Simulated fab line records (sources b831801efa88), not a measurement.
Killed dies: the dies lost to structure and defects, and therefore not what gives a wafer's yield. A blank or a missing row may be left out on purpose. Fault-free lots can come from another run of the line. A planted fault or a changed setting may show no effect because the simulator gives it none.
Problem report, 8D (eight disciplines) form, completed by code	flow sky130	the parts of the form that need people (team, actions taken, sign-off) are left out

1. THE PROBLEM
Mean METAL2_ALCU_RS at SKY_METAL2_RS_MEAS_05: 0.2247 ohm/sq over 2 wafers in 2 lots; fault-free wafers: 0.1272 ohm/sq, standard deviation 0.0011. That is +89 standard deviations from the usual mean.
The step: measures by four-point-probe.
Earliest sighting: wafer L185.1 on filmMetro-01 at day 38 15:02. The record has a number at this step for 29 wafers belonging to 10 lots. The rule behind "out" and "out of limits": a value lying over 4 standard deviations away from the usual mean. The other wafers with a number count as sound.

2. WHAT IT IS, WHAT IT ISN'T
question	is	is not
which readings at this step	METAL2_ALCU_RS	-
which lots	L185, L188	L171, L175, L176, L177, L178, L184, L191, L193
which wafers of those lots	L185.1, L188.4	L185.3, L188.2, L188.6
read on which gauges	filmMetro-01, filmMetro-03	filmMetro-02
when	from day 38 15:02	up to then (19 sound wafers); but 8 sound wafers of L188, L191, L193 came after

3. WHAT RULES OUT EACH SUSPECT
Counting: if a tool at a process step up to the reading ran every lot that is out, it stays a suspect. Sound lots after the first of them don't rule it out here, since some wafers of a struck lot are sound.
- the gauge at SKY_METAL2_RS_MEAS_05 is ruled out. Those wafers that are out were read across 2 gauges (filmMetro-01, filmMetro-03).
- pvdSputter-04 at SKY_METAL2_SPUTTER_02 (material AlCu, target thk 250 nm, time 13.3 s): kept. Every lot that is out went through it, the first being L185 (day 38 14:56); the last sound lot it ran before that was L184 (day 38 09:20).
The count leaves pvdSputter-04 at SKY_METAL2_SPUTTER_02.

4. THE CAUSE (what the simulator had put in)
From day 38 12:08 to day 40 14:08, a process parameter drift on pvdSputter-04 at SKY_METAL2_SPUTTER_02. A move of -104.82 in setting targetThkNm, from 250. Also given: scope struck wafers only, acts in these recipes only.
Counting left only this tool.

5. SEQUENCE OF EFFECTS, ordered by route
Each row: a reading where the mean over the struck wafers with a number is more than 3 standard deviations away from the usual. Readings are gone through only where the record gives a usual standard deviation; hours: the median, over the lots, of the time from a lot's start at the first step in this table giving one to that lot's start at this step; sigmas: the change measured in usual standard deviations.
hours	step	reading	usual	on struck wafers	change	sigmas
0	SKY_METAL2_RS_MEAS_05	METAL2_ALCU_RS	0.1272 ohm/sq	0.2247	+0.0975	+89
0	SKY_METAL2_THK_MEAS_06	METAL2_ALCU_THK	250.9 nm	147.2	-103.7	-47
25	SKY_METAL2_METAL_ETCH_19	oesProductAu	0.852 a.u.	0.740	-0.112	-20
The process steps in it:
- SKY_METAL2_METAL_ETCH_19: etches the open film in Cl2/BCl3, stops on SiO2, target depth 360 nm, time 78 s.

6. WHAT WOULD HAVE CAUGHT IT SOONER
3 hours passed between the start of the fault at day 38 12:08 and the first reading out of limits at a measuring or inspecting step in this record, taken at day 38 15:02.
Of the tool readings at SKY_METAL2_SPUTTER_02 for which the record gives a usual standard deviation, none was out on any struck wafer, so an alarm limit of 4 standard deviations on them would not have fired.
L188, from the lots that are out (2), started SKY_METAL2_SPUTTER_02 on pvdSputter-04 later than day 38 15:02. Putting the tool on hold at that point would have spared it.
